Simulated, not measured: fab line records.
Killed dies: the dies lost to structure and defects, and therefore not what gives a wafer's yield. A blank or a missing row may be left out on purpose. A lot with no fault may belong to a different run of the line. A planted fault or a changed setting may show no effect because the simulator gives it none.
The tool behind it: which one?	flow sky130	Sampling: 7 lots, 21 wafers, 2 of 708 route steps

WHAT EACH GAUGE READ, for each wafer
SKY_SONOS_ONO_THK_MEAS_03.
lot	measured	on	SONOS_ONO_CVD_02_THK (nm)
L699	day 12 07:34	filmMetro-01	10.70 10.59 10.61
L701	day 12 15:31	filmMetro-02	10.45 10.60 10.44
L703	day 13 04:17	filmMetro-01	11.23 11.02 11.09
L713	day 16 11:56	filmMetro-04	10.44 10.54 10.49
L715	day 17 03:25	filmMetro-02	10.73 10.60 10.54
L719	day 18 10:32	filmMetro-02	10.59 10.50 10.52
L721	day 19 07:29	filmMetro-01	10.52 10.51 10.53

EACH LOT AND THE TOOL THAT RAN IT (in order: tool; ch and the chambers of the sampled wafers; start)
lot	SKY_SONOS_ONO_CVD_02
L699	lpcvd-02 ch 0, day 12 06:30
L701	lpcvd-02 ch 0, day 12 14:28
L703	lpcvd-02 ch 1, day 13 03:13
L713	lpcvd-02 ch 0, day 16 10:52
L715	lpcvd-02 ch 0, day 17 01:50
L719	lpcvd-02 ch 0, day 18 09:29
L721	lpcvd-02 ch 1, day 19 05:55
- SKY_SONOS_ONO_CVD_02: deposits Si3N4 from DCS/NH3, target thk 10.5 nm, time 180 s.

THE ANSWER, worked out from the rows above alone
Rule: usual is defined by the lots themselves. Put in order of their means at a reading, lots are off if they are a third of the lots or fewer, leave a main group of 4 or more, and stand apart from it by a gap of 3 or more times the standard deviation of the main group's means; of several such gaps the widest counts. A main group whose means are all the same, to the digits that the tables above print for the reading, isn't used. A lot without any number at a reading at which 4 lots or more have one is off too. All remaining lots with rows at the step are treated as sound.
Off: at SKY_SONOS_ONO_THK_MEAS_03 (SONOS_ONO_CVD_02_THK), L703. The main group has a mean of 10.55 nm with a standard deviation of 0.058.
If a tool, at a process step before that reading, ran all the lots that are off and no sound lot after the first of them, it fits. Gauges at SKY_SONOS_ONO_THK_MEAS_03: tried the same way as those tools. None of those tried fits.

WHAT HAD BEEN PUT IN BY THE SIMULATOR
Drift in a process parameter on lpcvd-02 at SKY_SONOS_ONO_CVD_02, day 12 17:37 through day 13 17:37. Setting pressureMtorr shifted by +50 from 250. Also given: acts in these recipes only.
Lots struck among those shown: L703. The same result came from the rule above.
